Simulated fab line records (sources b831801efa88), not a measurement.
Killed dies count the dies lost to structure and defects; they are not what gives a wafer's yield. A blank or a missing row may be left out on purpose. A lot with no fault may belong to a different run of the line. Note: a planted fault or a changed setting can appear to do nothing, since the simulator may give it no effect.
Code-filled problem report in 8D (eight disciplines) form :: flow sky130 :: the parts of the form that need people (team, actions taken, sign-off) are left out

== 1. PROBLEM STATEMENT ==
run-length-s at SKY_VIA3_ETCH_15 reads a mean of 144.1 s on 5 wafers of 2 lots; wafers without a fault read 106.4 s with a standard deviation of 0.39. Relative to the usual mean, that is a shift of +97 standard deviations.
The step: etches SiO2 in C4F8/O2/Ar, stops on TiN, target depth 507 nm, time 78 s.
Seen first at day 43 07:43 on rie-diel-03, wafer L255.1. The record has a number at this step for 33 wafers belonging to 11 lots. Rule for "out" (also "out of limits"): further than 4 standard deviations from the usual mean. The other wafers with a number count as sound.

== 2. WHAT IT IS, AND WHAT IT ISN'T ==
question: which readings at this step
is: run-length-s, oes-product-au
is not: -

question: which lots
is: L255, L257
is not: L245, L247, L250, L253, L263, L265, L266, L267, L268

question: which wafers of those lots
is: L255.1, L255.5, L257.1, L257.4, L257.5
is not: L255.6

question: read on which tools
is: rie-diel-03
is not: rie-diel-01, rie-diel-02

question: when
is: from day 43 07:43
is not: up to then (13 sound wafers); but 15 sound wafers of L263, L265, L266, L267, L268 came after

== 3. SUSPECTS, AND WHAT RULES EACH OUT ==
Counting: a tool at a process step up to the reading stays a suspect if it ran every lot that is out. Sound lots after the first of them don't rule it out here, since some wafers of a struck lot are sound.
- rie-metal-04 at SKY_METAL3_ETCH_16 (etches BARC in N2/H2, stops on SiO2, time 88.2 s, target depth 60 nm): kept. It processed each lot that is out (first: L255, day 42 06:01); up to then, its last sound lot is L250 (day 40 06:42).
- rie-diel-03 at SKY_VIA3_ETCH_15 (etches SiO2 in C4F8/O2/Ar, stops on TiN, target depth 507 nm, time 78 s): kept. It processed each lot that is out (first: L255, day 43 07:43); up to then, its last sound lot is L253 (day 42 13:38). Out on those wafers are its own readings of oes-product-au, run-length-s.
- Within rie-diel-03 at SKY_VIA3_ETCH_15: the wafers that are out ran in chambers 0, 2, 3; their sound lot-mates ran in chamber 1.
After counting, rie-metal-04 at SKY_METAL3_ETCH_16 and rie-diel-03 at SKY_VIA3_ETCH_15 remain.

== 4. THE CAUSE (what the simulator had put in) ==
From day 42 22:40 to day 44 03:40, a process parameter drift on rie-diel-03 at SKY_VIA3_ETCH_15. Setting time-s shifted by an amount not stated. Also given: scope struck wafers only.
Of the 2 suspects that counting leaves, this tool is one.

== 5. SEQUENCE OF EFFECTS, ordered by route ==
Rows list readings where the struck wafers' mean (over those with a number) sits beyond 3 standard deviations from the usual. Scope: only readings with a usual standard deviation given in the record; hours: median across lots of the time from each lot's start at the first step in this table that gives one to its start at this step; sigmas: change in usual standard deviations.
hours: 0
step: SKY_VIA3_ETCH_15
reading: oes-product-au
usual: 0.946 a.u.
on struck wafers: 0.760
change: -0.186
sigmas: -41

hours: 0
step: SKY_VIA3_ETCH_15
reading: run-length-s
usual: 106.4 s
on struck wafers: 144.1
change: +37.7
sigmas: +97

hours: 0
step: SKY_VIA3_STRIP_16
reading: oes-product-au
usual: 0.402 a.u.
on struck wafers: 0.380
change: -0.022
sigmas: -4.3

hours: 0
step: SKY_VIA3_STRIP_16
reading: strip-time-to-endpoint-s
usual: 4.12 s
on struck wafers: 3.60
change: -0.52
sigmas: -17
The process steps in it:
- SKY_VIA3_ETCH_15: etches SiO2 in C4F8/O2/Ar, stops on TiN, target depth 507 nm, time 78 s.
- SKY_VIA3_STRIP_16: strips in O2/N2.
Later steps that measure or inspect, where all struck wafers having a row at the step show a number for every such reading and not one has moved that far: SKY_CAP2M_RS_MEAS_03.

== 6. WHAT WOULD HAVE CAUGHT IT SOONER ==
In this record the first reading out of limits was taken at day 43 07:43, 9 hours after the fault began at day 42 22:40.
